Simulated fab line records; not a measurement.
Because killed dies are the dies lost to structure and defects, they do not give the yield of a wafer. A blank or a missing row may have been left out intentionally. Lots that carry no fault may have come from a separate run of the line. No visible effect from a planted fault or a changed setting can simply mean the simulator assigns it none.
2 desks looking at one fault :: flow gf180mcu :: only its own numbers are on each desk; what lay behind them is given at the end

## FROM THE METROLOGY DESK
What the gauges read, lot by lot, whatever tool the lot ran on: means of the sampled wafers that have a number. If a lot's mean is further than 4 standard deviations from the usual mean, the lot is out of limits and carries the mark OUT (the distance appears in the brackets).
Columns: A = cd nm at GF_V3_CD_MEAS_14, usual 260.3 nm; B = TOP_METAL_ALCU_RS at GF_TOP_METAL_RS_MEAS_05, usual 0.0327 ohm/sq; C = TOP_METAL_ALCU_THK at GF_TOP_METAL_THK_MEAS_06, usual 893 nm; D = TOP_METAL_OVL at GF_TOP_METAL_OVL_MEAS_15, usual -0.3 nm
lot: L758
first seen here: day 22 18:49
A: 258.4
B: 0.0325
C: 901
D: -2.1

lot: L761
first seen here: day 23 20:22
A: 260.8
B: 0.0326
C: 896
D: 0.4

lot: L762
first seen here: day 24 04:49
A: 258.9
B: 0.0327
C: 890
D: -1.3

lot: L764
first seen here: day 25 06:44
A: 259.7
B: 0.0311
C: 928
D: -1.7

lot: L766
first seen here: day 25 14:28
A: 262.3
B: 0.0312
C: 937
D: 1.6

lot: L768
first seen here: day 26 12:10
A: 259.3
B: 0.0328
C: 886
D: 2.7

lot: L770
first seen here: day 26 20:35
A: 259.9
B: 0.0308 (-4.6) OUT
C: 948 (+4.6) OUT
D: 1.1

lot: L773
first seen here: day 27 13:38
A: 260.6
B: 0.0327
C: 886
D: -2.1

lot: L775
first seen here: day 28 07:59
A: 262.4
B: 0.0327
C: 896
D: 0.1

lot: L779
first seen here: day 29 09:58
A: 258.6
B: 0.0323
C: 906
D: 1.4

lot: L780
first seen here: day 29 15:51
A: 260.3
B: 0.0324
C: 893
D: -4.0
This desk finds L770 out of limits, with the earliest case on L770 at day 31 05:04 (TOP_METAL_ALCU_RS at GF_TOP_METAL_RS_MEAS_05). L758, L761, L762, L764, L766, L768, L773, L775, L779, L780: within limits.

## DESK OF THE TOOL OWNER: pvd sputter-03
The tool's own readings at GF_TOP_METAL_SPUTTER_02 (material AlCu, target thk 900 nm, time 47.82 s): means of the sampled wafers that have a number, for each lot that ran on this tool. If a lot's mean is further than 4 standard deviations from the usual mean, the lot is out of limits and carries the mark OUT (the distance appears in the brackets).
Columns: A = cathode dc power W at GF_TOP_METAL_SPUTTER_02, usual 10600 W; B = throttle valve pct at GF_TOP_METAL_SPUTTER_02, usual 30.0 %
lot: L761
first seen here: day 28 14:14
A: 10598
B: 29.5

lot: L764
first seen here: day 29 20:10
A: 11091 (+99 or more) OUT
B: 30.5

lot: L766
first seen here: day 30 02:42
A: 11090 (+99 or more) OUT
B: 29.7

lot: L770
first seen here: day 31 04:57
A: 11091 (+99 or more) OUT
B: 29.1

lot: L780
first seen here: day 33 14:25
A: 10600
B: 30.4
Finding of this desk: L764, L766, L770 out of limits; the first was L764 at day 29 20:10, on cathode dc power W at GF_TOP_METAL_SPUTTER_02. L761, L780: within limits.

## ALL TOGETHER
The tool owner's desk had the chance to raise an alarm at day 29 20:10 on L764, L766, L770.
Metrology desk: alarm possible at day 31 05:04 on L770.
The metrology desk has L764, L766 on record, within its limits.
The lots listed all ran GF_TOP_METAL_SPUTTER_02 on pvd sputter-03.

## WHAT THE SIMULATOR PUT IN
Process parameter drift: pvd sputter-03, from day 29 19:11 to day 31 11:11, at GF_TOP_METAL_SPUTTER_02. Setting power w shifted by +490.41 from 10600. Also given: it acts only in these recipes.
Shown lots that were struck: L764, L766, L770.
Counting hours from when the fault started, the first reading out of limits came at 1 for the tool owner's desk and at 34 for the metrology desk.
